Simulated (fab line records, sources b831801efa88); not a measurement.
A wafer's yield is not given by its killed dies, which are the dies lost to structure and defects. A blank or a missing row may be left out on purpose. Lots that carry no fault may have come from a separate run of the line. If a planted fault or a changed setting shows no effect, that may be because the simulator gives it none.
Matching of chambers / flow gf180mcu / pecvd-02 running GF_V2_CVD_02: 3 sister chambers
The step deposits SiO2 from TEOS, target thk 850 nm, time 94.851 s. 3 wafers are shown with their chamber, then 8 later ones without.

## EACH WAFER AND ITS CHAMBER
wafer=L310.2; chamber=0; heater-power-w (W)=566
wafer=L310.5; chamber=1; heater-power-w (W)=711
wafer=L313.3; chamber=2; heater-power-w (W)=656

## WAFERS WITH NO CHAMBER GIVEN
wafer=L313.4; heater-power-w (W)=580
wafer=L313.5; heater-power-w (W)=628
wafer=L314.3; heater-power-w (W)=549
wafer=L314.5; heater-power-w (W)=817
wafer=L314.6; heater-power-w (W)=624
wafer=L316.2; heater-power-w (W)=660
wafer=L316.3; heater-power-w (W)=469
wafer=L316.6; heater-power-w (W)=668

## THE CHAMBER EACH PASSED THROUGH
wafer=L313.4; from the rows above=can't be placed: 0 or 2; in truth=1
wafer=L313.5; from the rows above=can't be placed: 2 or 0 or 1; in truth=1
wafer=L314.3; from the rows above=can't be placed: 0 or 2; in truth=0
wafer=L314.5; from the rows above=can't be placed: 1 or 2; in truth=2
wafer=L314.6; from the rows above=can't be placed: 2 or 0 or 1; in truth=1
wafer=L316.2; from the rows above=can't be placed: 2 or 1 or 0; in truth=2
wafer=L316.3; from the rows above=can't be placed: 0 or 2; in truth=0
wafer=L316.6; from the rows above=can't be placed: 2 or 1 or 0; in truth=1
Correct placement for 0 of the 8. Not placeable from these rows: 8 (in 7, the candidates include the true chamber). Number placed wrongly: 0.
How it was worked out, from the rows above alone: a wafer's distance from a chamber is the root of the sum, over the readings, of the square of ((its reading less the chamber's mean) divided by the reading's scatter). The wafer belongs to the nearest chamber; if the next one is less than 2 further off, it can't be placed. A chamber's mean is the mean of its shown wafers. The scatter: root of mean squared gap, hidden wafer to nearest shown wafer, with one shown wafer a chamber.
